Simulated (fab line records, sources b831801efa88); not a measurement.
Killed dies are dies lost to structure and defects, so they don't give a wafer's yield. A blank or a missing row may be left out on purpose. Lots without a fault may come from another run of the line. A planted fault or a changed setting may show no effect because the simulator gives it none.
Which tool did it? | flow sky130 | 24 lots, 72 wafers sampled, at 6 steps of a route of 708

WHAT THE GAUGES READ, wafer by wafer
SKY_NWELL_TW_MEAS_15. Usual: NWELL_TW 1837, standard deviation 12.
lot  | measured     | on            | NWELL_TW       | flag
L074 | day 4 15:31  | film_metro-04 | 1844 1824 1842 |
L075 | day 4 22:10  | film_metro-03 | 1818 1801 1809 |
L076 | day 5 01:55  | film_metro-04 | 1830 1829 1841 |
L077 | day 5 06:25  | film_metro-01 | 1849 1852 1850 |
L078 | day 5 15:21  | film_metro-03 | 1806 1809 1808 |
L079 | day 6 06:25  | film_metro-01 | 1840 1839 1833 |
L081 | day 6 10:13  | film_metro-04 | 1832 1836 1834 |
L080 | day 6 10:35  | film_metro-01 | 1839 1840 1826 |
L082 | day 6 12:28  | film_metro-01 | 1835 1843 1836 |
L083 | day 6 18:24  | film_metro-01 | 1841 1843 1841 |
L084 | day 7 02:31  | film_metro-04 | 1841 1845 1837 |
L085 | day 7 13:54  | film_metro-03 | 1806 1819 1821 |
L087 | day 7 23:22  | film_metro-01 | 1844 1858 1848 |
L086 | day 7 23:40  | film_metro-01 | 1852 1861 1850 |
L088 | day 8 05:13  | film_metro-04 | 1837 1832 1850 |
L089 | day 8 11:51  | film_metro-04 | 1840 1836 1846 |
L090 | day 8 14:58  | film_metro-04 | 1848 1837 1833 |
L091 | day 8 19:49  | film_metro-04 | 1842 1834 1838 |
L093 | day 9 05:14  | film_metro-01 | 1845 1845 1839 |
L092 | day 9 06:36  | film_metro-04 | 1836 1842 1842 |
L094 | day 9 12:25  | film_metro-04 | 1832 1838 1829 |
L095 | day 9 18:22  | film_metro-04 | 1829 1843 1831 |
L096 | day 9 22:49  | film_metro-04 | 1840 1841 1848 |
L097 | day 10 03:57 | film_metro-01 | 1831 1847 1855 |

SKY_VT_ADJUST_PCH_TW_MEAS_10. Usual: VT_ADJUST_PCH_TW 143.3, standard deviation 1.2.
lot  | measured     | on            | VT_ADJUST_PCH_TW  | flag
L074 | day 10 10:52 | film_metro-03 | 143.2 142.3 142.2 |
L075 | day 10 18:46 | film_metro-02 | 144.4 143.3 143.4 |
L076 | day 11 00:10 | film_metro-01 | 144.9 144.5 144.5 |
L077 | day 11 05:59 | film_metro-03 | 141.9 142.2 142.7 |
L078 | day 11 17:21 | film_metro-02 | 145.4 144.4 145.1 |
L079 | day 12 13:53 | film_metro-03 | 142.7 141.6 141.7 |
L081 | day 12 18:38 | film_metro-02 | 143.9 144.1 143.9 |
L080 | day 12 20:23 | film_metro-03 | 142.6 142.4 142.5 |
L082 | day 12 23:24 | film_metro-03 | 142.9 142.7 142.8 |
L083 | day 13 07:46 | film_metro-03 | 142.0 142.5 141.9 |
L084 | day 13 15:55 | film_metro-03 | 141.5 141.9 142.2 |
L085 | day 14 08:58 | film_metro-01 | 145.5 145.3 145.3 |
L087 | day 14 18:00 | film_metro-03 | 142.1 142.7 141.6 |
L086 | day 14 20:40 | film_metro-03 | 142.4 141.6 141.9 |
L088 | day 15 05:04 | film_metro-01 | 145.5 145.4 144.5 |
L089 | day 15 13:34 | film_metro-02 | 145.0 144.2 144.7 |
L090 | day 15 17:40 | film_metro-01 | 145.1 145.0 145.4 |
L091 | day 15 23:31 | film_metro-03 | 142.2 142.5 142.3 |
L093 | day 16 09:40 | film_metro-03 | 142.7 141.7 142.1 |
L092 | day 16 12:53 | film_metro-01 | 144.8 144.2 144.6 |
L094 | day 16 19:04 | film_metro-03 | 142.8 142.8 142.7 |
L095 | day 17 07:12 | film_metro-03 | 143.1 142.8 143.0 |
L096 | day 17 08:22 | film_metro-03 | 141.8 142.2 142.7 |
L097 | day 17 16:59 | film_metro-02 | 143.9 143.9 144.0 |

SKY_SONOS_TUNNEL_CD_MEAS_07: target cd 410 nm. Usual: cd_nm 410.8 nm, standard deviation 2.3.
lot  | measured     | on        | cd_nm (nm)        | flag
L074 | day 11 09:22 | cd_sem-02 | 408.8 410.1 409.0 |
L075 | day 11 18:04 | cd_sem-01 | 411.3 411.0 411.3 |
L076 | day 11 23:33 | cd_sem-01 | 410.9 412.2 411.3 |
L077 | day 12 05:48 | cd_sem-02 | 414.1 414.1 413.5 |
L078 | day 12 17:43 | cd_sem-01 | 408.4 408.8 409.2 |
L079 | day 13 14:15 | cd_sem-01 | 408.9 405.2 405.9 |
L081 | day 13 20:07 | cd_sem-01 | 411.5 412.6 412.2 |
L080 | day 13 21:38 | cd_sem-01 | 411.5 411.7 410.9 |
L082 | day 14 00:19 | cd_sem-01 | 411.4 409.9 409.7 |
L083 | day 14 09:49 | cd_sem-02 | 412.4 411.1 410.9 |
L084 | day 14 17:23 | cd_sem-02 | 409.9 410.2 410.1 |
L085 | day 15 11:24 | cd_sem-01 | 411.8 410.9 412.8 |
L087 | day 15 20:12 | cd_sem-01 | 412.6 412.4 413.7 |
L086 | day 15 23:47 | cd_sem-01 | 414.7 414.0 413.1 |
L088 | day 16 08:14 | cd_sem-01 | 410.5 409.3 411.7 |
L089 | day 16 17:09 | cd_sem-02 | 415.0 417.9 414.3 |
L090 | day 16 21:56 | cd_sem-01 | 410.4 412.8 412.0 |
L091 | day 17 03:31 | cd_sem-02 | 409.1 408.4 408.5 |
L093 | day 17 14:10 | cd_sem-02 | 409.2 409.1 409.0 |
L092 | day 17 17:34 | cd_sem-02 | 411.6 411.8 410.0 |
L094 | day 18 00:10 | cd_sem-01 | 407.8 408.6 410.3 |
L095 | day 18 12:41 | cd_sem-02 | 406.8 410.8 411.1 |
L096 | day 18 14:49 | cd_sem-01 | 412.6 412.4 413.7 |
L097 | day 18 23:30 | cd_sem-02 | 406.9 406.5 406.6 |

SKY_SONOS_TUNNEL_TW_MEAS_12. Usual: SONOS_TUNNEL_TW 199.3, standard deviation 1.2.
lot  | measured     | on            | SONOS_TUNNEL_TW   | flag
L074 | day 11 09:56 | film_metro-04 | 199.4 199.3 199.5 |
L075 | day 11 18:38 | film_metro-03 | 199.2 197.2 197.1 |
L076 | day 12 00:07 | film_metro-02 | 200.3 199.5 200.4 |
L077 | day 12 06:23 | film_metro-02 | 200.1 199.5 200.3 |
L078 | day 12 18:17 | film_metro-03 | 197.9 198.3 199.3 |
L079 | day 13 14:51 | film_metro-04 | 198.9 197.9 198.4 |
L081 | day 13 20:40 | film_metro-02 | 200.1 200.0 201.3 |
L080 | day 13 22:12 | film_metro-04 | 199.2 199.6 199.1 |
L082 | day 14 00:53 | film_metro-04 | 201.0 199.8 200.6 |
L083 | day 14 10:26 | film_metro-04 | 200.1 200.1 199.7 |
L084 | day 14 17:58 | film_metro-02 | 201.4 200.7 199.0 |
L085 | day 15 11:58 | film_metro-03 | 198.0 197.6 198.1 |
L087 | day 15 20:46 | film_metro-03 | 199.0 198.2 197.1 |
L086 | day 16 00:20 | film_metro-02 | 201.2 199.1 199.7 |
L088 | day 16 08:47 | film_metro-02 | 201.3 200.3 200.0 |
L089 | day 16 17:43 | film_metro-04 | 199.8 200.1 200.3 |
L090 | day 16 22:31 | film_metro-03 | 197.5 197.3 197.7 |
L091 | day 17 04:05 | film_metro-02 | 200.1 199.8 199.6 |
L093 | day 17 14:42 | film_metro-02 | 199.6 200.3 199.9 |
L092 | day 17 18:08 | film_metro-03 | 198.6 198.2 197.9 |
L094 | day 18 00:44 | film_metro-03 | 199.0 198.5 199.2 |
L095 | day 18 13:14 | film_metro-02 | 201.4 200.0 201.9 |
L096 | day 18 15:21 | film_metro-03 | 197.5 198.5 197.6 |
L097 | day 19 00:05 | film_metro-04 | 200.2 199.4 198.9 |

SKY_LDD_P_OVL_MEAS_08. Usual: LDD_P_OVL 1.8 nm, standard deviation 1.5.
lot  | measured     | on         | LDD_P_OVL (nm) | flag
L074 | day 19 05:17 | overlay-02 | 0.7 -0.1 1.1   |
L075 | day 19 12:56 | overlay-01 | 0.0 0.9 0.6    |
L076 | day 20 02:47 | overlay-01 | 3.8 1.4 1.3    |
L077 | day 20 02:59 | overlay-01 | 0.3 2.4 1.2    |
L078 | day 20 22:59 | overlay-01 | 4.0 4.7 1.9    |
L079 | day 21 21:14 | overlay-02 | 3.7 1.6 1.6    |
L081 | day 22 03:06 | overlay-01 | -0.1 -0.6 1.5  |
L080 | day 22 01:53 | overlay-02 | -0.4 0.6 1.3   |
L082 | day 22 10:56 | overlay-01 | 2.8 2.5 3.6    |
L083 | day 22 18:14 | overlay-01 | -2.0 -1.2 -1.9 |
L084 | day 23 02:05 | overlay-01 | 3.5 4.2 3.2    |
L085 | day 23 16:47 | overlay-01 | 2.4 4.3 3.4    |
L087 | day 24 03:32 | overlay-02 | 4.7 2.9 2.1    |
L086 | day 24 12:23 | overlay-01 | 0.4 -1.2 1.0   |
L088 | day 24 19:51 | overlay-01 | -0.4 2.1 0.5   |
L089 | day 25 08:14 | overlay-02 | -0.1 1.0 2.8   |
L090 | day 25 07:14 | overlay-02 | 0.7 0.8 0.2    |
L091 | day 25 12:38 | overlay-02 | 1.1 0.0 3.3    |
L093 | day 25 23:03 | overlay-02 | 1.9 -0.1 0.4   |
L092 | day 26 01:20 | overlay-01 | 0.8 0.8 1.1    |
L094 | day 26 07:34 | overlay-01 | 1.5 1.2 1.9    |
L095 | day 26 20:41 | overlay-02 | 1.2 1.2 0.0    |
L096 | day 26 19:53 | overlay-01 | 3.2 2.8 1.5    |
L097 | day 27 05:53 | overlay-02 | 4.1 3.1 2.9    |

WHICH TOOL RAN EACH LOT (tool, then ch and the chambers of the sampled wafers, then the start)
lot  | SKY_NWELL_STRIP_14
L074 | plasma_asher-03 ch 0,1, day 4 15:25
L075 | plasma_asher-03 ch 0, day 4 22:04
L076 | plasma_asher-03 ch 0,1, day 5 01:49
L077 | plasma_asher-01 ch 0,1, day 5 06:19
L078 | plasma_asher-04 ch 0,1, day 5 15:15
L079 | plasma_asher-04 ch 0,1, day 6 06:19
L081 | plasma_asher-03 ch 0,1, day 6 10:08
L080 | plasma_asher-04 ch 0,1, day 6 10:29
L082 | plasma_asher-04 ch 0,1, day 6 12:22
L083 | plasma_asher-03 ch 0,1, day 6 18:18
L084 | plasma_asher-03 ch 0,1, day 7 02:24
L085 | plasma_asher-03 ch 0,1, day 7 13:48
L087 | plasma_asher-03 ch 0,1, day 7 23:16
L086 | plasma_asher-01 ch 0,1, day 7 23:33
L088 | plasma_asher-03 ch 1, day 8 05:06
L089 | plasma_asher-03 ch 0,1, day 8 11:45
L090 | plasma_asher-01 ch 0,1, day 8 14:51
L091 | plasma_asher-03 ch 0,1, day 8 19:43
L093 | plasma_asher-01 ch 0,1, day 9 05:08
L092 | plasma_asher-01 ch 0,1, day 9 06:30
L094 | plasma_asher-03 ch 0,1, day 9 12:19
L095 | plasma_asher-04 ch 0,1, day 9 18:15
L096 | plasma_asher-04 ch 0,1, day 9 22:44
L097 | plasma_asher-01 ch 0,1, day 10 03:51
- SKY_NWELL_STRIP_14: strips in O2/N2.

WHAT THE TOOLS THEMSELVES READ (means of the sampled wafers that have a number; where no wafer has one, the mark that the record gives instead)
SKY_NWELL_STRIP_14. Usual: drypump_motor_current_A 5.8 A, standard deviation 0.46; n2_flow_sccm 300.0 sccm, standard deviation 0.89; oes_product_au 0.722 a.u., standard deviation 0.0051; strip_time_to_endpoint_s 36.95 s, standard deviation 0.092.
lot  | tool            | drypump_motor_current_A (A) | n2_flow_sccm (sccm) | oes_product_au (a.u.) | strip_time_to_endpoint_s (s) | flag
L074 | plasma_asher-03 | 6.2                         | 300.4               | 0.725                 | 36.95                        |
L075 | plasma_asher-03 | 6.1                         | 300.6               | 0.724                 | 36.91                        |
L076 | plasma_asher-03 | 6.2                         | 299.5               | 0.720                 | 36.93                        |
L077 | plasma_asher-01 | 5.1                         | 300.1               | 0.718                 | 36.88                        |
L078 | plasma_asher-04 | 5.9                         | 299.1               | 0.726                 | 36.95                        |
L079 | plasma_asher-04 | 5.7                         | 300.1               | 0.721                 | 37.02                        |
L081 | plasma_asher-03 | 6.2                         | 300.5               | 0.722                 | 36.91                        |
L080 | plasma_asher-04 | 5.7                         | 300.0               | 0.722                 | 36.96                        |
L082 | plasma_asher-04 | 5.8                         | 299.6               | 0.721                 | 36.85                        |
L083 | plasma_asher-03 | 6.3                         | 301.2               | 0.727                 | 36.86                        |
L084 | plasma_asher-03 | 6.2                         | 300.5               | 0.726                 | 37.01                        |
L085 | plasma_asher-03 | 6.3                         | 300.3               | 0.728                 | 36.82                        |
L087 | plasma_asher-03 | 6.3                         | 300.7               | 0.718                 | 37.08                        |
L086 | plasma_asher-01 | 5.1                         | 299.3               | 0.722                 | 36.91                        |
L088 | plasma_asher-03 | 6.3                         | 299.7               | 0.721                 | 36.97                        |
L089 | plasma_asher-03 | 6.2                         | 299.6               | 0.720                 | 36.99                        |
L090 | plasma_asher-01 | 5.1                         | 300.4               | 0.723                 | 36.98                        |
L091 | plasma_asher-03 | 6.2                         | 300.4               | 0.721                 | 36.85                        |
L093 | plasma_asher-01 | 5.2                         | 299.9               | 0.719                 | 36.96                        |
L092 | plasma_asher-01 | 5.2                         | 299.8               | 0.723                 | 36.95                        |
L094 | plasma_asher-03 | 6.2                         | 299.9               | 0.718                 | 36.89                        |
L095 | plasma_asher-04 | 5.7                         | 300.4               | 0.721                 | 37.12                        |
L096 | plasma_asher-04 | 5.9                         | 299.8               | 0.726                 | 37.07                        |
L097 | plasma_asher-01 | 5.2                         | 300.5               | 0.724                 | 37.03                        |

THE ANSWER, worked out from the rows above alone
Rule: a lot is off if the mean of its wafers that have a number lies more than 3 standard deviations from the usual mean. A lot without any number at a reading at which 4 lots or more have one is off too. The other lots that the step has rows for count as sound. The gauges are gone through in route order, then the tools' own readings, and for those a lot's mean is taken as printed above. The first step at which some lot is off is used, and at that step the reading that is off furthest; a lot without a number counts as furthest.
No lot is off at any reading shown: from this, nothing can be told.

WHAT THE SIMULATOR HAD PUT IN
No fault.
